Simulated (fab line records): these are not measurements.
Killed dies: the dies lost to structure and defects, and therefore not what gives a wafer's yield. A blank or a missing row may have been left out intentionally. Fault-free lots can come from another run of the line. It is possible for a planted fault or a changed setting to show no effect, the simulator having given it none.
What tool caused it?    flow gf180mcu    6 lots (18 wafers sampled), 1 step of a 602-step route

## WHAT THE GAUGES READ, wafer by wafer
GF_VT_IMPLANT_OVL_MEAS_18.
lot   measured      on          VT_IMPLANT_01_OVL (nm)
L917  day 6 17:00   overlay-02  0.5 0.4 1.0
L920  day 7 13:43   overlay-01  2.3 1.6 1.1
L922  day 8 01:43   overlay-01  -1.5 0.0 -0.9
L924  day 8 15:43   overlay-02  -0.3 -1.1 0.3
L934  day 11 06:44  overlay-01  0.5 -1.8 -0.5
L937  day 12 00:22  overlay-02  1.1 0.3 0.0

## EACH LOT AND THE TOOL THAT RAN IT (in order: tool; ch and the chambers of the sampled wafers; start)
There is no process step in the record ahead of these readings.

## THE ANSWER, worked out from the rows above alone
Rule: what is usual is taken from the lots themselves. The widest of any qualifying gaps counts: lots, ordered by their means at a reading, are off when they make up no more than a third of the lots, leave a main group of 4 or more, and stand apart from it by 3 or more times the standard deviation of that group's means. Not used: any main group whose means are identical at the precision the tables above print for the reading. Also off: a lot with no number at a reading for which 4 or more lots have one. All remaining lots with rows at the step are treated as sound.
No lot is off at any reading shown: from this, nothing can be told.

## WHAT HAD BEEN PUT IN BY THE SIMULATOR
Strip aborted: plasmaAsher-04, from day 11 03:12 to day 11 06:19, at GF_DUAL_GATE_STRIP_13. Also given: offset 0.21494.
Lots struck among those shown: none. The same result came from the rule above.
